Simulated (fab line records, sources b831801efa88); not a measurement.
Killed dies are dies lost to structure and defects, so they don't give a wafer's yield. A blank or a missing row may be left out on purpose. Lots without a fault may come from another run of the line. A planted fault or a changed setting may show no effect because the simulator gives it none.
Which tool did it? | flow gf180mcu | 12 lots, 36 wafers sampled, at 6 steps of a route of 602

WHAT THE GAUGES READ, wafer by wafer
GF_VT_IMPLANT_TW_MEAS_43. Usual: VT_IMPLANT_4_TW 681, standard deviation 4.6.
lot  | measured     | on            | VT_IMPLANT_4_TW | flag
L503 | day 7 23:10  | film_metro-01 | 688 685 684     |
L504 | day 8 07:40  | film_metro-01 | 682 684 683     |
L506 | day 8 10:47  | film_metro-04 | 681 682 685     |
L505 | day 8 11:46  | film_metro-01 | 679 682 682     |
L507 | day 8 21:35  | film_metro-01 | 681 682 682     |
L508 | day 9 03:10  | film_metro-04 | 33 33 33        | OFF
L520 | day 13 08:19 | film_metro-04 | 682 685 682     |
L521 | day 13 08:56 | film_metro-01 | 680 681 680     |
L523 | day 13 20:47 | film_metro-01 | 687 686 686     |
L522 | day 13 22:08 | film_metro-01 | 684 681 681     |
L524 | day 14 13:01 | film_metro-02 | 672 672 674     |
L525 | day 14 16:38 | film_metro-04 | 683 682 684     |

GF_V1_OVL_MEAS_15. Usual: V1_OVL 2 nm, standard deviation 5.5.
lot  | measured     | on         | V1_OVL (nm) | flag
L503 | day 18 12:35 | overlay-01 | 4 -6 1      |
L504 | day 19 00:36 | overlay-02 | 7 6 9       |
L506 | day 19 11:42 | overlay-02 | -5 6 5      |
L505 | day 19 08:48 | overlay-02 | 6 5 6       |
L507 | day 19 23:25 | overlay-01 | 0 -4 2      |
L520 | day 25 09:10 | overlay-02 | -5 11 4     |
L521 | day 25 09:31 | overlay-01 | 8 1 -2      |
L523 | day 25 20:35 | overlay-02 | 3 -5 0      |
L522 | day 26 04:11 | overlay-01 | 4 0 4       |
L524 | day 26 09:06 | overlay-01 | 1 4 2       |
L525 | day 26 15:58 | overlay-01 | 5 2 -1      |

GF_M2_OVL_MEAS_15. Usual: M2_OVL 1 nm, standard deviation 5.2.
lot  | measured     | on         | M2_OVL (nm) | flag
L503 | day 19 13:44 | overlay-02 | -1 -2 -6    |
L504 | day 20 02:10 | overlay-01 | 6 15 3      |
L506 | day 20 12:58 | overlay-02 | -2 4 4      |
L505 | day 20 10:37 | overlay-02 | -6 2 6      |
L507 | day 21 00:44 | overlay-02 | 7 1 -5      |
L520 | day 26 08:01 | overlay-01 | 0 -8 -2     |
L521 | day 26 08:12 | overlay-01 | -1 1 6      |
L523 | day 26 18:21 | overlay-01 | -11 -3 -4   |
L522 | day 27 03:02 | overlay-01 | -1 3 -4     |
L524 | day 27 08:03 | overlay-02 | -4 5 7      |
L525 | day 27 13:55 | overlay-01 | 1 3 -2      |

WHICH TOOL RAN EACH LOT (tool, then ch and the chambers of the sampled wafers, then the start)
lot  | GF_VT_IMPLANT_STRIP_31               | GF_VT_IMPLANT_STRIP_42               | GF_M2_SPUTTER_01
L503 | plasma_asher-02 ch 0,1, day 7 08:16  | plasma_asher-04 ch 0,1, day 7 23:04  | pvd_sputter-04, day 18 14:06
L504 | plasma_asher-01 ch 0,1, day 7 15:59  | plasma_asher-02 ch 0,1, day 8 07:34  | pvd_sputter-01, day 19 02:08
L506 | plasma_asher-02 ch 0,1, day 7 18:25  | plasma_asher-01 ch 0,1, day 8 10:41  | pvd_sputter-03, day 19 13:12
L505 | plasma_asher-01 ch 0,1, day 7 19:56  | plasma_asher-02 ch 0,1, day 8 11:40  | pvd_sputter-01, day 19 10:17
L507 | plasma_asher-04 ch 0,1, day 8 05:25  | plasma_asher-01 ch 0,1, day 8 21:28  | pvd_sputter-03, day 20 00:53
L508 | plasma_asher-04 ch 0,1, day 8 10:23  | plasma_asher-04 ch 0,1, day 9 03:04  | -
L520 | plasma_asher-04 ch 0,1, day 12 12:52 | plasma_asher-04 ch 0,1, day 13 08:13 | pvd_sputter-01, day 25 10:44
L521 | plasma_asher-02 ch 0,1, day 12 13:10 | plasma_asher-02 ch 0,1, day 13 08:50 | pvd_sputter-04, day 25 11:02
L523 | plasma_asher-01 ch 0,1, day 13 00:52 | plasma_asher-02 ch 0,1, day 13 20:40 | pvd_sputter-04, day 25 22:04
L522 | plasma_asher-01 ch 0,1, day 13 01:34 | plasma_asher-04 ch 0,1, day 13 22:01 | pvd_sputter-03, day 26 05:40
L524 | plasma_asher-04 ch 0,1, day 13 16:23 | plasma_asher-04 ch 0,1, day 14 12:55 | pvd_sputter-04, day 26 10:36
L525 | plasma_asher-04 ch 0,1, day 13 19:53 | plasma_asher-04 ch 0,1, day 14 16:32 | pvd_sputter-04, day 26 17:28
- GF_VT_IMPLANT_STRIP_31: strips in O2/N2.
- GF_VT_IMPLANT_STRIP_42: strips in O2/N2.
- GF_M2_SPUTTER_01: material TiN, target thk 30 nm, time 25 s.

WHAT THE TOOLS THEMSELVES READ (means of the sampled wafers that have a number; where no wafer has one, the mark that the record gives instead)
GF_VT_IMPLANT_STRIP_31. Usual: drypump_motor_current_A 5.61 A, standard deviation 0.25; heater_power_w 323 W, standard deviation 33; o2_flow_sccm 2999 sccm, standard deviation 8.5; oes_product_au 0.715 a.u., standard deviation 0.0046; strip_time_to_endpoint_s 12.63 s, standard deviation 0.033.
lot  | tool            | drypump_motor_current_A (A) | heater_power_w (W) | o2_flow_sccm (sccm) | oes_product_au (a.u.) | strip_time_to_endpoint_s (s) | flag
L503 | plasma_asher-02 | 5.40                        | 315                | 3005                | 0.712                 | 12.60                        |
L504 | plasma_asher-01 | 5.83                        | 302                | 2999                | 0.717                 | 12.58                        |
L506 | plasma_asher-02 | 5.41                        | 320                | 3000                | 0.712                 | 12.63                        |
L505 | plasma_asher-01 | 5.67                        | 306                | 2993                | 0.714                 | 12.61                        |
L507 | plasma_asher-04 | 5.71                        | 366                | 3001                | 0.715                 | 12.64                        |
L508 | plasma_asher-04 | 5.68                        | 339                | 2997                | 0.951                 | -                            | OFF
L520 | plasma_asher-04 | 5.70                        | 338                | 2999                | 0.718                 | 12.65                        |
L521 | plasma_asher-02 | 5.41                        | 317                | 3005                | 0.714                 | 12.60                        |
L523 | plasma_asher-01 | 5.83                        | 296                | 3002                | 0.713                 | 12.65                        |
L522 | plasma_asher-01 | 5.84                        | 291                | 3004                | 0.715                 | 12.67                        |
L524 | plasma_asher-04 | 5.71                        | 374                | 3011                | 0.713                 | 12.62                        |
L525 | plasma_asher-04 | 5.67                        | 336                | 3001                | 0.717                 | 12.66                        |

GF_VT_IMPLANT_STRIP_42. Usual: drypump_motor_current_A 5.65 A, standard deviation 0.23; heater_power_w 327 W, standard deviation 38; o2_flow_sccm 2999 sccm, standard deviation 8.2; oes_product_au 0.716 a.u., standard deviation 0.0044; strip_time_to_endpoint_s 12.63 s, standard deviation 0.034.
lot  | tool            | drypump_motor_current_A (A) | heater_power_w (W) | o2_flow_sccm (sccm) | oes_product_au (a.u.) | strip_time_to_endpoint_s (s) | flag
L503 | plasma_asher-04 | 5.71                        | 368                | 2999                | 0.712                 | 12.61                        |
L504 | plasma_asher-02 | 5.41                        | 317                | 2991                | 0.719                 | 12.64                        |
L506 | plasma_asher-01 | 5.83                        | 294                | 3004                | 0.716                 | 12.64                        |
L505 | plasma_asher-02 | 5.40                        | 309                | 2992                | 0.711                 | 12.61                        |
L507 | plasma_asher-01 | 5.69                        | 296                | 2999                | 0.715                 | 12.62                        |
L508 | plasma_asher-04 | 5.66                        | 341                | 2997                | 0.715                 | 15.30                        | OFF
L520 | plasma_asher-04 | 5.68                        | 340                | 2995                | 0.721                 | 12.69                        |
L521 | plasma_asher-02 | 5.43                        | 316                | 3002                | 0.713                 | 12.61                        |
L523 | plasma_asher-02 | 5.41                        | 320                | 3005                | 0.718                 | 12.60                        |
L522 | plasma_asher-04 | 5.71                        | 370                | 2996                | 0.715                 | 12.59                        |
L524 | plasma_asher-04 | 5.71                        | 371                | 3006                | 0.720                 | 12.66                        |
L525 | plasma_asher-04 | 5.68                        | 342                | 3002                | 0.720                 | 12.58                        |

GF_M2_SPUTTER_01. Usual: throttle_valve_pct 30.2 %, standard deviation 1.6.
lot  | tool           | throttle_valve_pct (%) | flag
L503 | pvd_sputter-04 | 29.6                   |
L504 | pvd_sputter-01 | 32.9                   |
L506 | pvd_sputter-03 | 29.1                   |
L505 | pvd_sputter-01 | 31.8                   |
L507 | pvd_sputter-03 | 27.9                   |
L520 | pvd_sputter-01 | 31.1                   |
L521 | pvd_sputter-04 | 29.5                   |
L523 | pvd_sputter-04 | 29.2                   |
L522 | pvd_sputter-03 | 30.1                   |
L524 | pvd_sputter-04 | 29.0                   |
L525 | pvd_sputter-04 | 29.8                   |

THE ANSWER, worked out from the rows above alone
Rule: a lot is off if the mean of its wafers that have a number lies more than 3 standard deviations from the usual mean. A lot without any number at a reading at which 4 lots or more have one is off too. The other lots that the step has rows for count as sound. The gauges are gone through in route order, then the tools' own readings, and for those a lot's mean is taken as printed above. The first step at which some lot is off is used, and at that step the reading that is off furthest; a lot without a number counts as furthest.
Off: L508, at GF_VT_IMPLANT_TW_MEAS_43 (VT_IMPLANT_4_TW).
A tool fits if, at a process step before that reading, it ran every lot that is off, and no sound lot after the first of them. The gauges at GF_VT_IMPLANT_TW_MEAS_43 aren't tried: what is off there is off at GF_VT_IMPLANT_STRIP_31 too, on other tools, and a gauge's error can't cause that. None of those tried fits.

WHAT THE SIMULATOR HAD PUT IN
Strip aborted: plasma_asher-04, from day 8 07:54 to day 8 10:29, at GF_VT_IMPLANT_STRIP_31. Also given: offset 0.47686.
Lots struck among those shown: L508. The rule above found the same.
